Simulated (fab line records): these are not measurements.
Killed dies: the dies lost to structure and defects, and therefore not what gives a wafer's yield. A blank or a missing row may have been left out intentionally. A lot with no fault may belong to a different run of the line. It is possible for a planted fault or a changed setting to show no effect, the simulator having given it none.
Code-filled problem report in 8D (eight disciplines) form + flow gf180mcu + the parts of the form that need people (team, actions taken, sign-off) are left out

## 1. PROBLEM STATEMENT
Wafers without a fault read 36.95 s, standard deviation 0.085; strip_time_to_endpoint_s at GF_DNWELL_STRIP_08 reads a mean of 42.97 s on 6 wafers belonging to 2 lots. That puts it +71 standard deviations away from the usual mean.
The step: strips in O2/N2.
The first sign was on wafer L996.1 at day 6 11:47, on plasma_asher-01. At this step, 36 wafers from 12 lots have a number in the record. By rule, "out" or "out of limits" means more than 4 standard deviations away from the usual mean. The other wafers with a number count as sound.

## 2. WHAT IT IS, AND WHAT IT ISN'T
| question                    | is                                                      | is not                                                     |
|-----------------------------|---------------------------------------------------------|------------------------------------------------------------|
| which readings at this step | strip_time_to_endpoint_s, oes_product_au, platen_temp_c | drypump_motor_current_A, n2_flow_sccm                      |
| which lots                  | L996, L998                                              | L980, L981, L982, L983, L984, L985, L986, L991, L992, L994 |
| which wafers of those lots  | all that have a number                                  | -                                                          |
| read on which tools         | plasma_asher-01                                         | plasma_asher-03, plasma_asher-04                           |
| when                        | from day 6 11:47                                        | up to then (30 sound wafers)                               |

## 3. THE SUSPECTS, EACH WITH WHAT RULES IT OUT
Counting: a tool stays on the suspect list if, at a process step up to the reading, it processed all lots that are out and no sound lot following the first of them.
- cmp-02 at GF_STI_CMP_25 (polishes, stops on Si3N4, t overpolish 33 s, target thk 524.6 nm): kept. It ran every lot that is out, first L996 (day 5 17:59), and no sound lot after that; its last sound lot up to then is L994 (day 5 09:28).
- plasma_asher-01 at GF_DNWELL_STRIP_08 (strips in O2/N2): kept. It ran every lot that is out, first L996 (day 6 11:47), and no sound lot after that; its last sound lot up to then is L994 (day 6 03:08). Out on those wafers are its own readings of oes_product_au, platen_temp_c, strip_time_to_endpoint_s.
After counting, cmp-02 at GF_STI_CMP_25 and plasma_asher-01 at GF_DNWELL_STRIP_08 remain.

## 4. THE CAUSE (what the simulator had put in)
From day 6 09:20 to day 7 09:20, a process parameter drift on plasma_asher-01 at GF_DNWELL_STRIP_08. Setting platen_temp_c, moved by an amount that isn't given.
Counting leaves 2 suspects; this tool is one of them.

## 5. SEQUENCE OF EFFECTS, ordered by route
One row per reading whose mean, taken over the struck wafers that have a number, lies over 3 standard deviations from the usual. Only readings whose record carries a usual standard deviation are examined. hours: median over the lots of the time between each lot's start at the first step of this table that gives one and its start at this step. sigmas: the change, counted in usual standard deviations.
| hours | step               | reading                  | usual      | on struck wafers | change | sigmas |
|-------|--------------------|--------------------------|------------|------------------|--------|--------|
| 0     | GF_DNWELL_STRIP_08 | oes_product_au           | 0.722 a.u. | 0.656            | -0.066 | -14    |
| 0     | GF_DNWELL_STRIP_08 | platen_temp_c            | 250.02 C   | 241.99           | -8.03  | -42    |
| 0     | GF_DNWELL_STRIP_08 | strip_time_to_endpoint_s | 36.95 s    | 42.97            | +6.02  | +71    |
The process steps in it:
- GF_DNWELL_STRIP_08: strips in O2/N2.
Later steps that measure or inspect, where all struck wafers having a row at the step show a number for every such reading and not one has moved that far: GF_POLY_GATE_OVL_MEAS_11.

## 6. WHAT WOULD HAVE CAUGHT IT SOONER
In this record no reading fell out of limits until day 6 11:47, 2 hours after the fault had begun at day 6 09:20.
